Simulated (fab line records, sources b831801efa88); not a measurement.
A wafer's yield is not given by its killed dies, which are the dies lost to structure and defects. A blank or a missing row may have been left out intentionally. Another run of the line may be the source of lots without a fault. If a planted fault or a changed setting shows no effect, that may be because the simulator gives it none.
Tool commonality check + flow gf180mcu + 13 lots, 45 wafers sampled

WHY IT WAS OPENED
Flagged at GF_STI_CD_MEAS_12: reading cd-nm, on 2 of 13 lots. Fault-free wafers read 219.9 nm, with a standard deviation of 1.1.
Rule: a lot is flagged when every wafer of it that has a number lies more than 4 standard deviations from that mean, or none has a number. As for the other lots, they are considered sound.

| lot  | measured    | on        | cd-nm (nm), wafer by wafer          | flag    |
|------|-------------|-----------|-------------------------------------|---------|
| L219 | day 2 12:44 | cd-sem-02 | 219.4 219.5 219.4                   |         |
| L220 | day 2 17:01 | cd-sem-02 | 219.9 219.6 220.6                   |         |
| L221 | day 2 23:41 | cd-sem-01 | 219.6 218.9 219.9                   |         |
| L223 | day 3 08:02 | cd-sem-01 | 220.3 221.1 219.5                   |         |
| L224 | day 3 13:49 | cd-sem-01 | 219.6 219.3 220.0                   |         |
| L226 | day 4 00:22 | cd-sem-01 | 221.3 221.5 222.0                   |         |
| L229 | day 4 15:34 | cd-sem-01 | 220.1 220.5 220.4                   |         |
| L230 | day 4 20:11 | cd-sem-01 | 218.7 218.7 217.6                   |         |
| L231 | day 5 01:43 | cd-sem-01 | 221.6 220.5 220.3                   |         |
| L232 | day 5 05:49 | cd-sem-01 | 221.7 220.0 221.5                   |         |
| L237 | day 6 09:26 | cd-sem-01 | 240.7 240.3 239.8 241.3 239.6 239.9 | FLAGGED |
| L238 | day 6 13:13 | cd-sem-01 | 237.1 236.9 237.5 236.8 236.9 237.8 | FLAGGED |
| L240 | day 6 23:55 | cd-sem-01 | 219.6 220.0 220.4                   |         |
Average over the flagged lots: 238.7 nm; offset from the usual +18.8 nm, equal to +17 standard deviations.

WHICH TOOL RAN EACH LOT
The record holds 1 process step before the reading, out of a route of 602 steps. Cell contents, in order: the tool; ch with the chambers the sampled wafers went through; the start.
| lot  | flag    | GF_STI_EXPOSE_09                 |
|------|---------|----------------------------------|
| L219 |         | krf-scanner-02 ch 0, day 2 06:59 |
| L220 |         | krf-scanner-02 ch 0, day 2 10:34 |
| L221 |         | krf-scanner-02 ch 0, day 2 17:53 |
| L223 |         | krf-scanner-01 ch 0, day 3 01:55 |
| L224 |         | krf-scanner-01 ch 0, day 3 08:14 |
| L226 |         | krf-scanner-02 ch 0, day 3 17:38 |
| L229 |         | krf-scanner-02 ch 0, day 4 08:50 |
| L230 |         | krf-scanner-01 ch 0, day 4 13:51 |
| L231 |         | krf-scanner-02 ch 0, day 4 18:44 |
| L232 |         | krf-scanner-01 ch 0, day 4 22:52 |
| L237 | FLAGGED | krf-scanner-02 ch 0, day 6 01:58 |
| L238 | FLAGGED | krf-scanner-02 ch 0, day 6 06:01 |
| L240 |         | krf-scanner-01 ch 0, day 6 15:59 |
What the steps here do:
- GF_STI_EXPOSE_09: exposes mask COMP, target cd 220 nm.
- GF_STI_CD_MEAS_12: target cd 220 nm.

FLAGGED OVER TOTAL, TOOL BY TOOL (the gauges that took the reading come last)
| step              | tool           | lots run | flagged | share of the flagged lots | sound lots run after its first flagged lot |
|-------------------|----------------|----------|---------|---------------------------|--------------------------------------------|
| GF_STI_EXPOSE_09  | krf-scanner-01 | 5        | 0       | none                      | -                                          |
| GF_STI_EXPOSE_09  | krf-scanner-02 | 8        | 2       | all                       | 0                                          |
| GF_STI_CD_MEAS_12 | cd-sem-01      | 11       | 2       | all                       | 1 (L240)                                   |
| GF_STI_CD_MEAS_12 | cd-sem-02      | 2        | 0       | none                      | -                                          |

WHAT THE TABLE ALLOWS
2 rows of the table ran every flagged lot: krf-scanner-02 at GF_STI_EXPOSE_09, cd-sem-01 at GF_STI_CD_MEAS_12.
- krf-scanner-02 at GF_STI_EXPOSE_09 ran 8 lots, 2 of them flagged. Its last sound lot is L231 (day 4 18:44), its first flagged lot L237 (day 6 01:58): a fault that began between those two fits. Its own readings (exposure-dose-mJ-cm2) fall more than 4 standard deviations out on all wafers of the flagged lots.
- cd-sem-01 at GF_STI_CD_MEAS_12 ran 11 lots, 2 of them flagged. Lots that were sound ran on it after the first flagged one (L240); a persistent fault on the entire tool would not allow that.
krf-scanner-02 at GF_STI_EXPOSE_09 is the single tool remaining.

WHAT THE SIMULATOR HAD INSERTED
Drift in process parameters on krf-scanner-02 at GF_STI_EXPOSE_09, starting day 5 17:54. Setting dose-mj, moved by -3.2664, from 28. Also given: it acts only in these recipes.
Lots struck among those shown: L237, L238. The rule given above showed the same thing.
